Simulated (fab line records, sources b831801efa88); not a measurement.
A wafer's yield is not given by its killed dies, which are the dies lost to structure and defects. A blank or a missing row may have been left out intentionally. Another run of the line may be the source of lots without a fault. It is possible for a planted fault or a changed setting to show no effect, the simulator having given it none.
Chamber matching || flow sky130 || 4 sister chambers for SKY_FIELD_ISO_ETCH_14 on rie diel-03
The step etches BARC in N2/H2, stops on SiO2, time 45.9 s, target depth 60 nm. 18 wafers are shown with their chamber, then 9 later ones without.

== EACH WAFER AND ITS CHAMBER ==
{"wafer": "L075.2", "chamber": 2, "drypump motor current A (A)": 6.09, "oes product au (a.u.)": 0.859, "throttle valve pct (%)": 13.224}
{"wafer": "L075.3", "chamber": 1, "drypump motor current A (A)": 5.87, "oes product au (a.u.)": 0.861, "throttle valve pct (%)": 13.215}
{"wafer": "L075.6", "chamber": 1, "drypump motor current A (A)": 5.92, "oes product au (a.u.)": 0.861, "throttle valve pct (%)": 13.220}
{"wafer": "L076.1", "chamber": 0, "drypump motor current A (A)": 5.85, "oes product au (a.u.)": 0.858, "throttle valve pct (%)": 13.220}
{"wafer": "L076.2", "chamber": 1, "drypump motor current A (A)": 5.86, "oes product au (a.u.)": 0.850, "throttle valve pct (%)": 13.240}
{"wafer": "L076.6", "chamber": 3, "drypump motor current A (A)": 5.95, "oes product au (a.u.)": 0.852, "throttle valve pct (%)": 13.228}
{"wafer": "L077.1", "chamber": 2, "drypump motor current A (A)": 6.07, "oes product au (a.u.)": 0.859, "throttle valve pct (%)": 13.233}
{"wafer": "L077.2", "chamber": 0, "drypump motor current A (A)": 5.84, "oes product au (a.u.)": 0.861, "throttle valve pct (%)": 13.230}
{"wafer": "L077.5", "chamber": 1, "drypump motor current A (A)": 5.87, "oes product au (a.u.)": 0.863, "throttle valve pct (%)": 13.215}
{"wafer": "L086.2", "chamber": 2, "drypump motor current A (A)": 6.06, "oes product au (a.u.)": 0.866, "throttle valve pct (%)": 13.214}
{"wafer": "L086.4", "chamber": 1, "drypump motor current A (A)": 5.87, "oes product au (a.u.)": 0.854, "throttle valve pct (%)": 13.208}
{"wafer": "L086.5", "chamber": 0, "drypump motor current A (A)": 5.87, "oes product au (a.u.)": 0.854, "throttle valve pct (%)": 13.222}
{"wafer": "L087.1", "chamber": 1, "drypump motor current A (A)": 5.86, "oes product au (a.u.)": 0.855, "throttle valve pct (%)": 13.217}
{"wafer": "L087.3", "chamber": 2, "drypump motor current A (A)": 6.07, "oes product au (a.u.)": 0.863, "throttle valve pct (%)": 13.212}
{"wafer": "L087.4", "chamber": 1, "drypump motor current A (A)": 5.83, "oes product au (a.u.)": 0.860, "throttle valve pct (%)": 13.219}
{"wafer": "L088.2", "chamber": 0, "drypump motor current A (A)": 5.85, "oes product au (a.u.)": 0.859, "throttle valve pct (%)": 13.213}
{"wafer": "L088.3", "chamber": 1, "drypump motor current A (A)": 5.84, "oes product au (a.u.)": 0.860, "throttle valve pct (%)": 13.216}
{"wafer": "L088.6", "chamber": 1, "drypump motor current A (A)": 5.84, "oes product au (a.u.)": 0.853, "throttle valve pct (%)": 13.239}

SIGNATURES, as means of the wafers listed above
{"reading": "drypump motor current A", "chamber 0": 5.8525, "chamber 1": 5.8622, "chamber 2": 6.0725, "chamber 3": 5.9500, "scatter within a chamber": 0.0216}
{"reading": "oes product au", "chamber 0": 0.85800, "chamber 1": 0.85744, "chamber 2": 0.86175, "chamber 3": 0.85200, "scatter within a chamber": 0.00399}
{"reading": "throttle valve pct", "chamber 0": 13.22125, "chamber 1": 13.22100, "chamber 2": 13.22075, "chamber 3": 13.22800, "scatter within a chamber": 0.01}
Rule: a wafer's distance from a chamber is the root of the sum, over the readings, of the square of ((its reading less the chamber's mean) divided by the reading's scatter). If the next closest chamber is less than 2 further off than the closest, the wafer can't be placed; otherwise it belongs to the closest. How the scatter is found: for the shown wafers, subtract from each reading the mean of its chamber, square and add these, divide the total by (wafers less chambers), then take the root.

== WAFERS WITHOUT THEIR CHAMBER ==
{"wafer": "L090.2", "drypump motor current A (A)": 6.08, "oes product au (a.u.)": 0.858, "throttle valve pct (%)": 13.236}
{"wafer": "L090.3", "drypump motor current A (A)": 5.86, "oes product au (a.u.)": 0.855, "throttle valve pct (%)": 13.220}
{"wafer": "L090.4", "drypump motor current A (A)": 5.85, "oes product au (a.u.)": 0.858, "throttle valve pct (%)": 13.220}
{"wafer": "L094.1", "drypump motor current A (A)": 5.96, "oes product au (a.u.)": 0.853, "throttle valve pct (%)": 13.230}
{"wafer": "L094.3", "drypump motor current A (A)": 6.09, "oes product au (a.u.)": 0.856, "throttle valve pct (%)": 13.242}
{"wafer": "L094.4", "drypump motor current A (A)": 5.94, "oes product au (a.u.)": 0.858, "throttle valve pct (%)": 13.233}
{"wafer": "L096.3", "drypump motor current A (A)": 5.98, "oes product au (a.u.)": 0.858, "throttle valve pct (%)": 13.205}
{"wafer": "L096.4", "drypump motor current A (A)": 5.88, "oes product au (a.u.)": 0.847, "throttle valve pct (%)": 13.217}
{"wafer": "L096.5", "drypump motor current A (A)": 6.08, "oes product au (a.u.)": 0.860, "throttle valve pct (%)": 13.239}

== THE CHAMBER EACH PASSED THROUGH ==
{"wafer": "L090.2", "from the rows above": 2, "in truth": 2}
{"wafer": "L090.3", "from the rows above": "can't be placed: 1 or 0", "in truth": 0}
{"wafer": "L090.4", "from the rows above": "can't be placed: 0 or 1", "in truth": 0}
{"wafer": "L094.1", "from the rows above": 3, "in truth": 3}
{"wafer": "L094.3", "from the rows above": 2, "in truth": 2}
{"wafer": "L094.4", "from the rows above": 3, "in truth": 3}
{"wafer": "L096.3", "from the rows above": "can't be placed: 3 or 2", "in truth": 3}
{"wafer": "L096.4", "from the rows above": "can't be placed: 1 or 0 or 3", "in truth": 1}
{"wafer": "L096.5", "from the rows above": 2, "in truth": 2}
Correct placement for 5 of the 9. From these rows, 4 cannot be placed; in 4 the true chamber is one of the candidates. Placed wrongly: 0.
